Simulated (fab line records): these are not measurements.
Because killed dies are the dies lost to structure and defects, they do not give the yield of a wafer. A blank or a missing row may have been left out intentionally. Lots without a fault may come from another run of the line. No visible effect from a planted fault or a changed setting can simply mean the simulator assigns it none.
Split-lot study || flow gf180mcu || 23 wafers read across 5 lots, on a route 602 steps long

== THE SPLIT ==
At GF_SAB_COAT_04 (resist thk 1000 nm), the setting spin rpm was moved away from the recipe's 3000 rpm on 10 of the 23 wafers read, by -6.9% to +2.9%. All remaining wafers had this setting at the recipe value.

The split's own step is where the reading is taken.

== THE READING ==
NOVOLAK_of_SAB_COAT_04.thk nm (the simulator's own value, which no gauge read), in nm, at GF_SAB_COAT_04 (resist thk 1000 nm). The file does not state a usual value for it. Average 1001.4 nm, standard deviation 1.8 nm, over the 13 wafers here run with the recipe.

{"wafer": "L080.1", "tool, chamber at the split": "litho track-01, 0", "spin rpm as run, rpm": 3087, "against the recipe": "+2.9%", "NOVOLAK_of_SAB_COAT_04.thk nm, nm": 987.9, "against lot-mates on the recipe": -15.1}
{"wafer": "L080.2", "tool, chamber at the split": "litho track-01, 0", "spin rpm as run, rpm": 3087, "against the recipe": "+2.9%", "NOVOLAK_of_SAB_COAT_04.thk nm, nm": 987.4, "against lot-mates on the recipe": -15.6}
{"wafer": "L080.3", "tool, chamber at the split": "litho track-01, 0", "spin rpm as run, rpm": 3087, "against the recipe": "+2.9%", "NOVOLAK_of_SAB_COAT_04.thk nm, nm": 986.3, "against lot-mates on the recipe": -16.7}
{"wafer": "L080.5", "tool, chamber at the split": "litho track-01, 0", "spin rpm as run, rpm": 3000, "against the recipe": "recipe", "NOVOLAK_of_SAB_COAT_04.thk nm, nm": 1001, "against lot-mates on the recipe": "-"}
{"wafer": "L080.6", "tool, chamber at the split": "litho track-01, 0", "spin rpm as run, rpm": 3000, "against the recipe": "recipe", "NOVOLAK_of_SAB_COAT_04.thk nm, nm": 1005, "against lot-mates on the recipe": "-"}
{"wafer": "L082.1", "tool, chamber at the split": "litho track-01, 0", "spin rpm as run, rpm": 2810, "against the recipe": "-6.3%", "NOVOLAK_of_SAB_COAT_04.thk nm, nm": 1036, "against lot-mates on the recipe": "+34.3"}
{"wafer": "L082.3", "tool, chamber at the split": "litho track-01, 0", "spin rpm as run, rpm": 2810, "against the recipe": "-6.3%", "NOVOLAK_of_SAB_COAT_04.thk nm, nm": 1034, "against lot-mates on the recipe": "+32.3"}
{"wafer": "L082.4", "tool, chamber at the split": "litho track-01, 0", "spin rpm as run, rpm": 3000, "against the recipe": "recipe", "NOVOLAK_of_SAB_COAT_04.thk nm, nm": 1002, "against lot-mates on the recipe": "-"}
{"wafer": "L082.5", "tool, chamber at the split": "litho track-01, 0", "spin rpm as run, rpm": 3000, "against the recipe": "recipe", "NOVOLAK_of_SAB_COAT_04.thk nm, nm": 1002, "against lot-mates on the recipe": "-"}
{"wafer": "L082.6", "tool, chamber at the split": "litho track-01, 0", "spin rpm as run, rpm": 3000, "against the recipe": "recipe", "NOVOLAK_of_SAB_COAT_04.thk nm, nm": 1001, "against lot-mates on the recipe": "-"}
{"wafer": "L083.2", "tool, chamber at the split": "litho track-04, 0", "spin rpm as run, rpm": 3000, "against the recipe": "recipe", "NOVOLAK_of_SAB_COAT_04.thk nm, nm": 1001, "against lot-mates on the recipe": "-"}
{"wafer": "L083.3", "tool, chamber at the split": "litho track-04, 0", "spin rpm as run, rpm": 2794, "against the recipe": "-6.9%", "NOVOLAK_of_SAB_COAT_04.thk nm, nm": 1036, "against lot-mates on the recipe": "+35.6"}
{"wafer": "L083.4", "tool, chamber at the split": "litho track-04, 0", "spin rpm as run, rpm": 2794, "against the recipe": "-6.9%", "NOVOLAK_of_SAB_COAT_04.thk nm, nm": 1038, "against lot-mates on the recipe": "+37.6"}
{"wafer": "L083.5", "tool, chamber at the split": "litho track-04, 0", "spin rpm as run, rpm": 2794, "against the recipe": "-6.9%", "NOVOLAK_of_SAB_COAT_04.thk nm, nm": 1032, "against lot-mates on the recipe": "+31.6"}
{"wafer": "L083.6", "tool, chamber at the split": "litho track-04, 0", "spin rpm as run, rpm": 3000, "against the recipe": "recipe", "NOVOLAK_of_SAB_COAT_04.thk nm, nm": 999.8, "against lot-mates on the recipe": "-"}
{"wafer": "L084.3", "tool, chamber at the split": "litho track-01, 0", "spin rpm as run, rpm": 3000, "against the recipe": "recipe", "NOVOLAK_of_SAB_COAT_04.thk nm, nm": 1004, "against lot-mates on the recipe": "-"}
{"wafer": "L084.4", "tool, chamber at the split": "litho track-01, 0", "spin rpm as run, rpm": 3000, "against the recipe": "recipe", "NOVOLAK_of_SAB_COAT_04.thk nm, nm": 1003, "against lot-mates on the recipe": "-"}
{"wafer": "L084.6", "tool, chamber at the split": "litho track-01, 0", "spin rpm as run, rpm": 3000, "against the recipe": "recipe", "NOVOLAK_of_SAB_COAT_04.thk nm, nm": 1002, "against lot-mates on the recipe": "-"}
{"wafer": "L085.2", "tool, chamber at the split": "litho track-04, 0", "spin rpm as run, rpm": 2916, "against the recipe": "-2.8%", "NOVOLAK_of_SAB_COAT_04.thk nm, nm": 1013, "against lot-mates on the recipe": "+13.7"}
{"wafer": "L085.3", "tool, chamber at the split": "litho track-04, 0", "spin rpm as run, rpm": 3000, "against the recipe": "recipe", "NOVOLAK_of_SAB_COAT_04.thk nm, nm": 1001, "against lot-mates on the recipe": "-"}
{"wafer": "L085.4", "tool, chamber at the split": "litho track-04, 0", "spin rpm as run, rpm": 2916, "against the recipe": "-2.8%", "NOVOLAK_of_SAB_COAT_04.thk nm, nm": 1014, "against lot-mates on the recipe": "+14.7"}
{"wafer": "L085.5", "tool, chamber at the split": "litho track-04, 0", "spin rpm as run, rpm": 3000, "against the recipe": "recipe", "NOVOLAK_of_SAB_COAT_04.thk nm, nm": 998.5, "against lot-mates on the recipe": "-"}
{"wafer": "L085.6", "tool, chamber at the split": "litho track-04, 0", "spin rpm as run, rpm": 3000, "against the recipe": "recipe", "NOVOLAK_of_SAB_COAT_04.thk nm, nm": 998.4, "against lot-mates on the recipe": "-"}

THE FIT
A straight line over all 23 wafers: NOVOLAK_of_SAB_COAT_04.thk nm changes by -5.01 nm for each +1% of spin rpm; r = -0.99; the points scatter about the line by 2 nm.
The same after taking each lot's own level away (the mean of its wafers on the recipe; 23 wafers): -5.2 nm for each +1%; r = -1.00; scatter 1.4 nm.
That fit puts the effect of the largest move of spin rpm on the reading at 36 nm.
Measured against the standard deviation above, the lots' own levels, which go from 999.30 to 1003.00 nm, span 2.0 times it.
The two slopes are in agreement: the lot-to-lot level therefore moves the slope only a little.
Check: with one of the wafers moved furthest among these (-6.9%) left out of the fit, the line predicts +35.5 nm for it against its lot-mates. It came out at +35.6 nm against them.

== OTHER SPLITS ON THESE WAFERS ==
These wafers also went through other splits before the reading. Each is held against what the fit with the lots' levels taken away leaves over:
{"other split on the same wafers": "GF_HV_LDD_IMPLANT_21 dose cm2", "wafers away from the commonest value": 5, "r with NOVOLAK_of_SAB_COAT_04.thk nm (lot level and that fit taken away)": "+0.01"}
{"other split on the same wafers": "GF_HV_LDD_IMPLANT_48 dose cm2", "wafers away from the commonest value": 5, "r with NOVOLAK_of_SAB_COAT_04.thk nm (lot level and that fit taken away)": -0.11}
{"other split on the same wafers": "GF_HV_LDD_CVD_56 time s", "wafers away from the commonest value": 15, "r with NOVOLAK_of_SAB_COAT_04.thk nm (lot level and that fit taken away)": "+0.11"}
{"other split on the same wafers": "GF_NSD_IMPLANT_10 dose cm2", "wafers away from the commonest value": 10, "r with NOVOLAK_of_SAB_COAT_04.thk nm (lot level and that fit taken away)": "+0.03"}

== THE WHOLE CHAIN: every reading that the file lists as answering this split, in the file's order ==
{"step": "GF_SAB_COAT_04", "what it does": "resist thk 1000 nm", "reading": "NOVOLAK_of_SAB_COAT_04.thk nm (the simulator's own value, which no gauge read)", "change (the file's fit)": "-5.18 nm for each +1% of the setting", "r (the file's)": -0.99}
{"step": "GF_SAB_STRIP_13", "what it does": "strips in O2/N2", "reading": "strip time to endpoint s", "change (the file's fit)": "withheld for each +1% of the setting", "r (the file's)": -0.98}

== THE FILE'S OWN FIT ==
NOVOLAK_of_SAB_COAT_04.thk nm changes by -5.18 nm for each +1% of spin rpm, r = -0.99.
